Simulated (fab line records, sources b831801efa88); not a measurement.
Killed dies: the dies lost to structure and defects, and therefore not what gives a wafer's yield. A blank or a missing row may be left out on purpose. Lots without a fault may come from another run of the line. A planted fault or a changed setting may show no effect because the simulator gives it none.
2 desks looking at one fault	flow gf180mcu	what lay behind the numbers comes last; until then each desk has only its own

AT THE TOOL OWNER'S DESK: implanter-02
The tool's own readings at GF_PSD_IMPLANT_09: means of the sampled wafers that have a number, for each lot that ran on this tool. Marked OUT: a lot whose mean sits more than 4 standard deviations from the usual mean, which makes it out of limits; the brackets give that distance.
Columns: A = dose ions cm2 at GF_PSD_IMPLANT_09, usual 1.5003e+15; B = faraday current uA at GF_PSD_IMPLANT_09, usual 8245
lot	first seen here	A	B
L893	day 15 02:14	1.5002e+15	8470
L899	day 17 22:17	1.3770e+15 (-73) OUT	7556 (-4.1) OUT
L900	day 18 07:56	1.3782e+15 (-72) OUT	7485 (-4.5) OUT
L901	day 18 08:04	1.3764e+15 (-73) OUT	7611
L913	day 21 23:49	1.4996e+15	8356
This desk finds L899, L900, L901 out of limits, L899 being first, at day 17 22:17 (dose ions cm2 at GF_PSD_IMPLANT_09). Within limits: L893, L913.

AT THE METROLOGY DESK
What the gauges read, lot by lot, whatever tool the lot ran on: means of the sampled wafers that have a number. Marked OUT: a lot whose mean sits more than 4 standard deviations from the usual mean, which makes it out of limits; the brackets give that distance.
Columns: A = PSD_TW at GF_PSD_TW_MEAS_11, usual 3164; B = PSD_RS at GF_PSD_RS_MEAS_15, usual 108.75 ohm/sq; C = CONTACT_W_THK at GF_CONTACT_THK_MEAS_26, usual 300 nm
lot	first seen here	A	B	C
L892	day 14 09:50	3157	108.49	294
L893	day 15 02:28	3164	109.08	301
L899	day 17 22:31	3080 (-4.9) OUT	112.13 (+12) OUT	302
L900	day 18 08:10	3080 (-4.9) OUT	111.90 (+11) OUT	301
L901	day 18 08:19	3115	111.90 (+11) OUT	302
L906	day 19 22:28	3164	108.63	300
L908	day 20 15:13	3173	108.62	299
L911	day 21 08:08	3183	109.28	303
L912	day 21 15:11	3180	108.44	302
L913	day 22 00:04	3155	108.80	305
Per this desk, out of limits: L899, L900, L901; the first was L899, day 17 22:31 (PSD_TW at GF_PSD_TW_MEAS_11). Within limits: L892, L893, L906, L908, L911, L912, L913.

BROUGHT TOGETHER
An alarm could have come from the tool owner's desk at day 17 22:17, on L899, L900, L901.
Metrology desk: alarm possible at day 17 22:31 on L899, L900, L901.
Of the lots named, all ran GF_PSD_IMPLANT_09 on implanter-02.

WHAT THE SIMULATOR HAD PUT IN
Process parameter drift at GF_PSD_IMPLANT_09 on implanter-02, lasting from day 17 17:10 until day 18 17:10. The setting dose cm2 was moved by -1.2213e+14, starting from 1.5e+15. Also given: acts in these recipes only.
Struck lots among those shown: L899, L900, L901.
Delay (hours) between the fault's onset and each desk's first out-of-limits reading: 5 at the tool owner's desk, 5 at the metrology desk.
